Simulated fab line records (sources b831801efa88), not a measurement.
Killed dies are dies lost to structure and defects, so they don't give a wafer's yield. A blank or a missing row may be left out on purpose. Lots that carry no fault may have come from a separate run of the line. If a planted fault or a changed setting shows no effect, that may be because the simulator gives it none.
Which tool was responsible?	flow sky130	Sampling: 10 lots, 30 wafers, 5 of 708 route steps

== WHAT THE GAUGES SHOWED, per wafer ==
SKY_CAP2M_RS_MEAS_03: measures by four-point-probe. Usual: CAP2M_TIN_RS gives 6.83 ohm/sq (standard deviation 0.075).
lot	measured	on	CAP2M_TIN_RS (ohm/sq)	flag
L135	day 40 01:46	film metro-01	6.88 6.88 6.89	
L136	day 40 09:07	film metro-01	6.92 6.89 6.88	
L138	day 40 21:51	film metro-01	6.76 6.75 6.83	
L142	day 42 12:29	film metro-04	6.77 6.72 6.76	
L143	day 42 20:04	film metro-02	6.73 6.77 6.76	
L147	day 43 13:19	film metro-04	6.89 6.74 6.76	
L150	day 44 16:44	film metro-02	6.93 6.84 6.84	
L152	day 45 06:29	film metro-04	6.84 6.89 6.83	
L155	day 45 14:43	film metro-04	6.91 6.81 6.89	
L156	day 45 20:19	film metro-04	6.78 6.78 6.80	

SKY_CAP2M_THK_MEAS_04: measures by xrf. Usual: CAP2M_TIN_THK gives 199.5 nm (standard deviation 2.5).
lot	measured	on	CAP2M_TIN_THK (nm)	flag
L135	day 40 01:53	film metro-01	195.4 196.2 195.3	
L136	day 40 09:12	film metro-01	195.3 197.3 195.1	
L138	day 40 21:58	film metro-01	199.2 199.8 196.9	
L142	day 42 12:36	film metro-04	201.8 203.8 202.2	
L143	day 42 20:11	film metro-02	202.1 200.7 201.9	
L147	day 43 13:26	film metro-04	198.7 202.6 203.2	
L150	day 44 16:51	film metro-02	196.2 198.8 198.2	
L152	day 45 06:37	film metro-04	200.5 199.1 201.6	
L155	day 45 14:50	film metro-04	199.2 201.8 199.0	
L156	day 45 20:26	film metro-04	202.3 202.6 201.9	

SKY_VIA4_RS_MEAS_19: measures by four-point-probe. Usual: VIA4_W_RS gives 0.2259 ohm/sq (standard deviation 0.002).
lot	measured	on	VIA4_W_RS (ohm/sq)	flag
L135	day 43 05:37	film metro-03	0.2259 0.2279 0.2261	
L136	day 43 11:17	film metro-04	0.2219 0.2268 0.2257	
L138	day 43 22:58	film metro-04	0.2266 0.2261 0.2262	
L142	day 45 13:11	film metro-04	0.2243 0.2254 0.2247	
L143	day 45 19:34	film metro-04	0.2267 0.2248 0.2240	
L147	day 46 10:16	film metro-04	0.2243 0.2252 0.2255	
L150	day 47 11:20	film metro-01	0.2256 0.2273 0.2282	
L152	day 47 22:58	film metro-03	0.2271 0.2282 0.2268	
L155	day 48 07:01	film metro-03	0.2622 0.2596 0.2562 0.2621 0.2594 0.2566	OFF
L156	day 48 14:06	film metro-01	0.2645 0.2592 0.2613 0.2642 0.2590 0.2616	OFF

SKY_VIA4_THK_MEAS_20: measures by xrf. Usual: VIA4_W_THK gives 522 nm (standard deviation 6.8).
lot	measured	on	VIA4_W_THK (nm)	flag
L135	day 43 05:44	film metro-03	526 521 528	
L136	day 43 11:23	film metro-04	532 524 525	
L138	day 43 23:04	film metro-04	524 521 524	
L142	day 45 13:18	film metro-04	526 525 522	
L143	day 45 19:41	film metro-04	518 524 522	
L147	day 46 10:23	film metro-04	526 523 522	
L150	day 47 11:27	film metro-01	519 518 512	
L152	day 47 23:05	film metro-03	515 517 518	
L155	day 48 10:55	film metro-03	448 458 462 451 455 459	OFF
L156	day 48 18:25	film metro-01	440 452 449 441 453 449	OFF

== TOOL THAT RAN EACH LOT (tool first, then ch and the chambers of the sampled wafers, then the start) ==
lot	SKY_VIA4_CVD_18
L135	cvd w-02 ch 0,1, day 43 05:28
L136	cvd w-02 ch 0,1, day 43 11:08
L138	cvd w-01 ch 0,1, day 43 22:47
L142	cvd w-01 ch 0,1, day 45 13:02
L143	cvd w-02 ch 0,1, day 45 19:25
L147	cvd w-02 ch 0, day 46 10:07
L150	cvd w-02 ch 0,1, day 47 11:11
L152	cvd w-02 ch 0,1, day 47 22:49
L155	cvd w-02 ch 1, day 48 06:52
L156	cvd w-02 ch 0,1, day 48 13:57
- SKY_VIA4_CVD_18: deposits W, target thk 505 nm, time 152.14 s.

== AS READ BY THE TOOLS THEMSELVES (means over the sampled wafers that have a number; for cases with no such wafer, the mark the record gives instead) ==
SKY_VIA4_CVD_18. Usual: heater power w 835 W, standard deviation 89; susceptor temp C 400.01 C, standard deviation 0.21.
lot	tool	heater power w (W)	susceptor temp C (C)	flag
L135	cvd w-02	803	400.18	
L136	cvd w-02	798	399.90	
L138	cvd w-01	831	399.95	
L142	cvd w-01	825	399.91	
L143	cvd w-02	795	399.98	
L147	cvd w-02	711	399.78	
L150	cvd w-02	873	399.91	
L152	cvd w-02	874	400.20	
L155	cvd w-02	917	392.65	OFF
L156	cvd w-02	849	392.76	OFF

== THE ANSWER, worked out from the rows above alone ==
Rule: a lot is off if the mean of its wafers that have a number lies more than 3 standard deviations from the usual mean. Also off: a lot with no number at a reading for which 4 or more lots have one. All remaining lots with rows at the step are treated as sound. The gauges are gone through in route order, then the tools' own readings, and for those a lot's mean is taken as printed above. At the first step where some lot is off, the reading lying furthest off is the one used; lots without a number count as furthest.
Off: L155, L156, at SKY_VIA4_RS_MEAS_19 (VIA4_W_RS).
A tool fits if, at a process step before that reading, it ran every lot that is off, and no sound lot after the first of them. The gauges at SKY_VIA4_RS_MEAS_19 aren't tried: what is off there is off at SKY_VIA4_CVD_18 too, on other tools, and a gauge's error can't cause that. One candidate fits, namely cvd w-02 at SKY_VIA4_CVD_18. A fault onset in the window from L152 (day 47 22:49, its last sound lot) to L155 (day 48 06:52, its first lot off) fits.
The tool's own readings at SKY_VIA4_CVD_18 bear it out: on the lots that are off they differ by more than 5 times the standard deviation of the sound lots' means. susceptor temp C reads 392.70 C there against 399.98 C on the sound lots.

== WHAT THE SIMULATOR PUT IN ==
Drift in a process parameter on cvd w-02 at SKY_VIA4_CVD_18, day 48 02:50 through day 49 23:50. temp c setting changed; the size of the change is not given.
Struck lots among those shown: L155, L156. The same result came from the rule above.
